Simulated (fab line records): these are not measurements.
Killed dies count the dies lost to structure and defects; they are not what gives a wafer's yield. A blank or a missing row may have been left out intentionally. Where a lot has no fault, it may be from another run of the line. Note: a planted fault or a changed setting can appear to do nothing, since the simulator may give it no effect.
Split-lot study :: flow gf180mcu :: route with 602 steps; 5 lots, 23 wafers read

== ABOUT THE SPLIT ==
At GF_M5_COAT_02 (resist thk 1000 nm), the setting resist_thk_nm was moved away from the recipe's 1000 nm on 9 of the 23 wafers read, by -5.5% to +4.2%. For the rest of the wafers, this setting stayed at what the recipe calls for.

Reading taken at the split's own step.

== THE READING ==
KrF_of_M5_COAT_02.thk_nm (the simulator's own value, which no gauge read), in nm, at GF_M5_COAT_02 (resist thk 1000 nm). The file gives no usual value for it. Across the 14 wafers here that went through the recipe, the average is 1000.1 nm and the standard deviation 2.9 nm.

wafer: L077.4
tool, chamber at the split: litho_track-04, 0
resist_thk_nm as run, nm: 1000
against the recipe: recipe
KrF_of_M5_COAT_02.thk_nm, nm: 1002
against lot-mates on the recipe: -

wafer: L077.6
tool, chamber at the split: litho_track-04, 0
resist_thk_nm as run, nm: 1000
against the recipe: recipe
KrF_of_M5_COAT_02.thk_nm, nm: 1002
against lot-mates on the recipe: -

wafer: L077.5
tool, chamber at the split: litho_track-04, 0
resist_thk_nm as run, nm: 1000
against the recipe: recipe
KrF_of_M5_COAT_02.thk_nm, nm: 1004
against lot-mates on the recipe: -

wafer: L081.1
tool, chamber at the split: litho_track-04, 0
resist_thk_nm as run, nm: 1000
against the recipe: recipe
KrF_of_M5_COAT_02.thk_nm, nm: 1002
against lot-mates on the recipe: -

wafer: L081.5
tool, chamber at the split: litho_track-04, 0
resist_thk_nm as run, nm: 1000
against the recipe: recipe
KrF_of_M5_COAT_02.thk_nm, nm: 1002
against lot-mates on the recipe: -

wafer: L081.2
tool, chamber at the split: litho_track-04, 0
resist_thk_nm as run, nm: 1042
against the recipe: +4.2%
KrF_of_M5_COAT_02.thk_nm, nm: 1044
against lot-mates on the recipe: +42.3

wafer: L081.3
tool, chamber at the split: litho_track-04, 0
resist_thk_nm as run, nm: 1000
against the recipe: recipe
KrF_of_M5_COAT_02.thk_nm, nm: 1001
against lot-mates on the recipe: -

wafer: L081.6
tool, chamber at the split: litho_track-04, 0
resist_thk_nm as run, nm: 1042
against the recipe: +4.2%
KrF_of_M5_COAT_02.thk_nm, nm: 1045
against lot-mates on the recipe: +43.3

wafer: L080.1
tool, chamber at the split: litho_track-01, 0
resist_thk_nm as run, nm: 945
against the recipe: -5.5%
KrF_of_M5_COAT_02.thk_nm, nm: 942.7
against lot-mates on the recipe: -56.9

wafer: L080.2
tool, chamber at the split: litho_track-01, 0
resist_thk_nm as run, nm: 945
against the recipe: -5.5%
KrF_of_M5_COAT_02.thk_nm, nm: 939.6
against lot-mates on the recipe: -60.0

wafer: L080.3
tool, chamber at the split: litho_track-01, 0
resist_thk_nm as run, nm: 945
against the recipe: -5.5%
KrF_of_M5_COAT_02.thk_nm, nm: 943.1
against lot-mates on the recipe: -56.5

wafer: L080.4
tool, chamber at the split: litho_track-01, 0
resist_thk_nm as run, nm: 1000
against the recipe: recipe
KrF_of_M5_COAT_02.thk_nm, nm: 1001
against lot-mates on the recipe: -

wafer: L080.6
tool, chamber at the split: litho_track-01, 0
resist_thk_nm as run, nm: 1000
against the recipe: recipe
KrF_of_M5_COAT_02.thk_nm, nm: 998.3
against lot-mates on the recipe: -

wafer: L083.1
tool, chamber at the split: litho_track-03, 0
resist_thk_nm as run, nm: 964.2
against the recipe: -3.6%
KrF_of_M5_COAT_02.thk_nm, nm: 966.7
against lot-mates on the recipe: -34.6

wafer: L083.2
tool, chamber at the split: litho_track-03, 0
resist_thk_nm as run, nm: 964.2
against the recipe: -3.6%
KrF_of_M5_COAT_02.thk_nm, nm: 966.7
against lot-mates on the recipe: -34.6

wafer: L083.3
tool, chamber at the split: litho_track-03, 0
resist_thk_nm as run, nm: 1000
against the recipe: recipe
KrF_of_M5_COAT_02.thk_nm, nm: 1001
against lot-mates on the recipe: -

wafer: L083.4
tool, chamber at the split: litho_track-03, 0
resist_thk_nm as run, nm: 1000
against the recipe: recipe
KrF_of_M5_COAT_02.thk_nm, nm: 1001
against lot-mates on the recipe: -

wafer: L083.5
tool, chamber at the split: litho_track-03, 0
resist_thk_nm as run, nm: 1000
against the recipe: recipe
KrF_of_M5_COAT_02.thk_nm, nm: 1002
against lot-mates on the recipe: -

wafer: L084.1
tool, chamber at the split: litho_track-01, 0
resist_thk_nm as run, nm: 1000
against the recipe: recipe
KrF_of_M5_COAT_02.thk_nm, nm: 994.3
against lot-mates on the recipe: -

wafer: L084.2
tool, chamber at the split: litho_track-01, 0
resist_thk_nm as run, nm: 1000
against the recipe: recipe
KrF_of_M5_COAT_02.thk_nm, nm: 994.3
against lot-mates on the recipe: -

wafer: L084.3
tool, chamber at the split: litho_track-01, 0
resist_thk_nm as run, nm: 964.9
against the recipe: -3.5%
KrF_of_M5_COAT_02.thk_nm, nm: 960.2
against lot-mates on the recipe: -34.9

wafer: L084.4
tool, chamber at the split: litho_track-01, 0
resist_thk_nm as run, nm: 1000
against the recipe: recipe
KrF_of_M5_COAT_02.thk_nm, nm: 996.8
against lot-mates on the recipe: -

wafer: L084.5
tool, chamber at the split: litho_track-01, 0
resist_thk_nm as run, nm: 964.9
against the recipe: -3.5%
KrF_of_M5_COAT_02.thk_nm, nm: 962.6
against lot-mates on the recipe: -32.5

THE FIT
A straight line over all 23 wafers: KrF_of_M5_COAT_02.thk_nm changes by +10.5 nm for each +1% of resist_thk_nm; r = +1.00; the points scatter about the line by 2.9 nm.
The same after taking each lot's own level away (the mean of its wafers on the recipe; 23 wafers): +10.2 nm for each +1%; r = +1.00; scatter 1.5 nm.
On that fit, the largest move of resist_thk_nm shifts the reading by 56 nm.
The lots' own levels span 995.13 to 1002.67 nm, that is 2.6 times the standard deviation above.
The two slopes agree, so the slope changes little with the lot-to-lot level.
Check: for one of the wafers moved furthest among these (-5.5%), held out of the fit, the line's prediction against its lot-mates is -55.9 nm. It came out at -56.9 nm against them.

== THE OTHER SPLITS THESE WAFERS WENT THROUGH ==
These wafers also went through other splits before the reading. Each is held against what the fit with the lots' levels taken away leaves over:
other split on the same wafers: GF_M3_COAT_09 resist_thk_nm
wafers away from the commonest value: 10
r with KrF_of_M5_COAT_02.thk_nm (lot level and that fit taken away): -0.36

other split on the same wafers: GF_V3_DEVELOP_13 develop_time_s
wafers away from the commonest value: 8
r with KrF_of_M5_COAT_02.thk_nm (lot level and that fit taken away): -0.05

other split on the same wafers: GF_M4_SPUTTER_04 time_s
wafers away from the commonest value: 7
r with KrF_of_M5_COAT_02.thk_nm (lot level and that fit taken away): +0.17

other split on the same wafers: GF_M4_METAL_ETCH_16 icp_w
wafers away from the commonest value: 11
r with KrF_of_M5_COAT_02.thk_nm (lot level and that fit taken away): +0.02

other split on the same wafers: GF_V4_SPUTTER_22 time_s
wafers away from the commonest value: 11
r with KrF_of_M5_COAT_02.thk_nm (lot level and that fit taken away): +0.05

other split on the same wafers: GF_MIM_SPUTTER_08 power_w
wafers away from the commonest value: 7
r with KrF_of_M5_COAT_02.thk_nm (lot level and that fit taken away): -0.11

other split on the same wafers: GF_MIM_SPUTTER_09 time_s
wafers away from the commonest value: 6
r with KrF_of_M5_COAT_02.thk_nm (lot level and that fit taken away): +0.21

== THE FILE'S OWN FIT ==
KrF_of_M5_COAT_02.thk_nm changes by +10.1 nm for each +1% of resist_thk_nm, r = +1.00.
